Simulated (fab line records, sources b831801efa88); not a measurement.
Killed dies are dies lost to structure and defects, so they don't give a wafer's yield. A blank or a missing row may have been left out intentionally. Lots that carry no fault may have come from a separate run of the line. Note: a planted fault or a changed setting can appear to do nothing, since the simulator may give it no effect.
Which tool is to blame? ; flow sky130 ; 14 lots, 42 wafers sampled, at 3 steps of a route of 708

WHAT THE GAUGES SHOWED, per wafer
SKY_VT_ADJUST_NCORE_TW_MEAS_11.
lot;measured;on;VT_ADJUST_NCORE_TW
L405;day 8 17:14;film-metro-01;217.0 217.7 218.4
L406;day 9 02:58;film-metro-04;221.3 220.1 223.1
L408;day 9 13:12;film-metro-02;215.4 215.3 215.5
L412;day 10 16:14;film-metro-01;217.7 218.4 218.6
L414;day 11 09:54;film-metro-01;216.8 217.5 216.9
L415;day 11 11:55;film-metro-01;217.0 218.6 217.1
L416;day 11 22:35;film-metro-01;218.6 217.7 216.4
L417;day 12 04:37;film-metro-01;218.5 217.8 218.1
L418;day 12 12:20;film-metro-02;218.5 216.0 218.0
L423;day 13 23:55;film-metro-02;216.1 214.9 216.1
L425;day 14 13:13;film-metro-02;215.2 215.0 215.5
L426;day 15 05:28;film-metro-04;222.2 222.4 220.7
L427;day 15 18:16;film-metro-04;222.4 221.2 222.4
L428;day 16 01:29;film-metro-01;218.3 218.6 218.2

WHAT TOOL EACH LOT RAN ON (gives the tool, then ch and the chambers of the sampled wafers, and finally the start)
lot;SKY_VT_ADJUST_HVTP_STRIP_10;SKY_VT_ADJUST_LVTN_STRIP_20
L405;plasma-asher-01 ch 0,1, day 6 05:00;plasma-asher-02 ch 0,1, day 7 20:59
L406;plasma-asher-01 ch 0,1, day 6 13:35;plasma-asher-04 ch 0,1, day 8 05:08
L408;plasma-asher-02 ch 0, day 6 22:18;plasma-asher-04 ch 0,1, day 8 14:23
L412;plasma-asher-01 ch 0,1, day 7 22:30;plasma-asher-02 ch 0,1, day 9 18:17
L414;plasma-asher-04 ch 0, day 8 12:57;plasma-asher-04 ch 0,1, day 10 11:02
L415;plasma-asher-04 ch 0,1, day 8 16:21;plasma-asher-02 ch 0,1, day 10 12:47
L416;plasma-asher-01 ch 0,1, day 9 00:45;plasma-asher-04 ch 0, day 10 22:17
L417;plasma-asher-02 ch 0,1, day 9 07:57;plasma-asher-03 ch 0,1, day 11 04:56
L418;plasma-asher-01 ch 0,1, day 9 13:41;plasma-asher-04 ch 0,1, day 11 11:46
L423;plasma-asher-01 ch 0,1, day 10 22:01;plasma-asher-03 ch 0,1, day 12 22:04
L425;plasma-asher-01 ch 1, day 11 08:50;plasma-asher-04 ch 0,1, day 13 10:35
L426;plasma-asher-01 ch 0,1, day 12 01:22;plasma-asher-02 ch 0,1, day 14 03:17
L427;plasma-asher-01 ch 0,1, day 12 11:33;plasma-asher-03 ch 0,1, day 14 14:47
L428;plasma-asher-02 ch 0,1, day 12 17:46;plasma-asher-03 ch 0,1, day 14 21:34
- SKY_VT_ADJUST_HVTP_STRIP_10: strips in O2/N2.
- SKY_VT_ADJUST_LVTN_STRIP_20: strips in O2/N2.

AS READ BY THE TOOLS THEMSELVES (means over the sampled wafers that have a number; for cases with no such wafer, the mark the record gives instead)
SKY_VT_ADJUST_HVTP_STRIP_10.
lot;tool;drypump-motor-current-A (A);oes-product-au (a.u.);strip-time-to-endpoint-s (s)
L405;plasma-asher-01;5.7;0.716;14.15
L406;plasma-asher-01;5.6;0.715;14.18
L408;plasma-asher-02;6.1;0.715;14.16
L412;plasma-asher-01;5.6;0.717;14.17
L414;plasma-asher-04;6.2;0.715;14.26
L415;plasma-asher-04;6.1;0.715;14.12
L416;plasma-asher-01;5.6;0.713;14.16
L417;plasma-asher-02;6.2;0.719;14.18
L418;plasma-asher-01;5.6;0.714;14.25
L423;plasma-asher-01;5.7;0.718;14.16
L425;plasma-asher-01;5.4;0.714;14.22
L426;plasma-asher-01;5.7;0.715;14.16
L427;plasma-asher-01;5.6;0.714;14.16
L428;plasma-asher-02;6.2;0.718;14.18

SKY_VT_ADJUST_LVTN_STRIP_20.
lot;tool;drypump-motor-current-A (A);oes-product-au (a.u.);strip-time-to-endpoint-s (s)
L405;plasma-asher-02;6.15;0.718;14.17
L406;plasma-asher-04;6.19;0.715;14.20
L408;plasma-asher-04;6.20;0.711;14.11
L412;plasma-asher-02;6.24;0.714;14.15
L414;plasma-asher-04;6.19;0.719;14.13
L415;plasma-asher-02;6.24;0.713;14.20
L416;plasma-asher-04;6.25;0.714;14.17
L417;plasma-asher-03;6.03;0.714;14.20
L418;plasma-asher-04;6.19;0.714;14.20
L423;plasma-asher-03;5.87;0.719;14.13
L425;plasma-asher-04;6.14;0.718;14.18
L426;plasma-asher-02;6.25;0.716;14.19
L427;plasma-asher-03;5.86;0.714;14.11
L428;plasma-asher-03;5.87;0.713;14.16

THE ANSWER, worked out from the rows above alone
Rule: the lots themselves supply what counts as usual. The widest of any qualifying gaps counts: lots, ordered by their means at a reading, are off when they make up no more than a third of the lots, leave a main group of 4 or more, and stand apart from it by 3 or more times the standard deviation of that group's means. The tables above print the reading to a certain number of digits; a main group whose means all agree to those digits is not used. A lot without any number at a reading at which 4 lots or more have one is off too. Any other lot the step has rows for is counted as sound. The gauges are gone through in route order, then the tools' own readings, and for those a lot's mean is taken as printed above. At the first step where some lot is off, the reading lying furthest off is the one used; lots without a number count as furthest.
No lot is off at any reading shown: from this, nothing can be told.

WHAT THE SIMULATOR HAD INSERTED
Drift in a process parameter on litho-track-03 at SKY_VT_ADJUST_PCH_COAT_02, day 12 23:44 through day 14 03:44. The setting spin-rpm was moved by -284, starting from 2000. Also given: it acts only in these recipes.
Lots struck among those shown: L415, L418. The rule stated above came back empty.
